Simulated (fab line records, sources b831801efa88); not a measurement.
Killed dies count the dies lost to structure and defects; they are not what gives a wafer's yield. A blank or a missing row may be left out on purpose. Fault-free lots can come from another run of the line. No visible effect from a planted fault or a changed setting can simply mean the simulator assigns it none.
A lot that was struck, set against a sound lot ; flow sky130 ; 34 out of 708 route steps
Sound: the wafers L752.4, L752.5, L752.6. Struck: wafer L753.2 (L753.1, L753.4, from the same lot, were not struck and are left out); the cause is given at the end.
Per side, at each step with rows, come the tool, then ch with its chambers, and then its first start. Under that, the readings that differ: sound wafers ; struck wafers ; difference of the means ; sigmas: that difference in standard deviations of wafers without a fault.
alike: readings with means less than 2 such deviations apart, plus words and numbers identical on both sides. not compared: withheld readings, readings lacking a value on some wafer, bounds such as >300 that could conceal the same value, and numbers that have no deviation in the record and whose values overlap.
Wherever a step has rows on one side only, a row that says differs or no value, or a row with sigmas, the two part there. Numbers that have no deviation but don't overlap get no sigmas and don't part them. A reading missing from all wafers of one side parts the sides only when that side holds two or more wafers.

first, 9 steps without rows for these wafers: SKY_METAL4_DESCUM_15 (chemistry O2, time 8 s); SKY_METAL4_ETCH_16 (etches BARC in N2/H2, stops on SiO2, time 88.2 s, target depth 60 nm); SKY_METAL4_ETCH_17 (etches SiO2 in C4F8/O2/Ar, stops on TiN, time 3.9 s, target depth 15 nm); SKY_METAL4_METAL_ETCH_18 (etches the open film in Cl2/BCl3, stops on SiO2, target depth 845 nm, time 183.1 s); SKY_METAL4_STRIP_19 (strips in O2/N2); SKY_METAL4_STRIP_20 (strips in post etch residue remover, time 1200 s); SKY_METAL4_CLEAN_21 (cleans in IPA, time 180 s); SKY_METAL4_CLEAN_22 (cleans in O3/DIW); SKY_VIA4_HDPCVD_00 (deposits SiO2, target thk 1750 nm, time 291.7 s).
SKY_VIA4_CMP_02: polishes SiO2.
  sound on cmp-01 ch 0,2,3, day 44 17:34; struck on cmp-02 ch 0, day 45 00:40
  alike: motor current A, slurry filter dp kPa
then, 23 steps without rows for these wafers: SKY_VIA4_DEHYDRATE_04 (time 60 s); SKY_VIA4_HMDS_05 (prime time 60 s); SKY_VIA4_COAT_06 (resist thk 1140 nm); SKY_VIA4_SOFTBAKE_07 (time 60 s); SKY_VIA4_EXPOSE_08 (exposes mask VIM4, target cd 800 nm); SKY_VIA4_PEB_09; SKY_VIA4_DEVELOP_10 (develop time 60 s); SKY_VIA4_ETCH_12 (etches SiO2 in C4F8/O2/Ar, stops on TiN, target depth 580 nm); SKY_VIA4_STRIP_13 (strips in O2/N2); SKY_VIA4_STRIP_14 (strips in post etch residue remover, time 1200 s); SKY_VIA4_CLEAN_15 (cleans in IPA, time 180 s); SKY_VIA4_CLEAN_16 (cleans in O3/DIW); SKY_VIA4_SPUTTER_17 (material TiN, target thk 20 nm, time 80 s); SKY_VIA4_CVD_18 (deposits W, target thk 505 nm, time 152.14 s); SKY_VIA4_CMP_21 (polishes, stops on SiO2, t overpolish 25 s, target thk 0 nm); SKY_METAL5_SPUTTER_00 (material Ti, target thk 15 nm, time 10 s); SKY_METAL5_SPUTTER_01 (material TiN, target thk 20 nm, time 16.7 s); SKY_METAL5_SPUTTER_02 (material AlCu, target thk 1150 nm, time 61.2 s); SKY_METAL5_SPUTTER_03 (material Ti, target thk 5 nm, time 3.3 s); SKY_METAL5_SPUTTER_04 (material TiN, target thk 70 nm, time 58.3 s); SKY_METAL5_DEHYDRATE_07 (time 60 s); SKY_METAL5_HMDS_08 (prime time 60 s); SKY_METAL5_COAT_09 (resist thk 1800 nm).
-- the record jumps here: 4 days lie between the struck wafers' starts before and after (it left off in module METAL5 and takes up again in module PAD_OPEN, whose first step shown is number 708 of the route) --
SKY_PAD_OPEN_PROBE_99:
  sound on prober-02, day 48 06:34; struck on prober-01, day 48 12:43
reading;sound;struck;difference;sigmas
defect limited yield (%);82.3 86.2 81.1;59.8;-23.4;-12
killed_at_M4_up;3 2 2;112;+110;+52
killed dies;87 68 93;198;+115;+12
killed on rim;12 16 19;37;+21;+5
sort_bin_5_function (%);10.2 7.9 11.2;24.6;+14.8;+9
sort_bin_6_memory (%);6.3 4.7 6.5;13.6;+7.8;+7
sort n pass;405 424 399;294;-115;-12
sort yield pct (%);82.3 86.2 81.1;59.8;-23.4;-12
model.etest.tester.sort n pass;405 424 399;294;-115;
model.etest.tester.sort yield pct (%);82.32 86.18 81.1;59.76;-23.44;
model.etest.tester.sort_bin_5_pct (%);10.16 7.927 11.18;24.59;+14.83;
model.etest.tester.sort_bin_6_pct (%);6.301 4.675 6.504;13.62;+7.79;
model.etest.tester.sort_bin_3_pct (%);1.22 1.22 1.22;2.033;+0.813;
  alike: killed_at_M0_to_M3, killed at contacts, killed at front end, killed at other, killed open, killed short, sort_bin_3_pad_short

WHERE THEY PART
Only at SKY_PAD_OPEN_PROBE_99, as far as this record shows.

WHY: whatever the simulator had introduced
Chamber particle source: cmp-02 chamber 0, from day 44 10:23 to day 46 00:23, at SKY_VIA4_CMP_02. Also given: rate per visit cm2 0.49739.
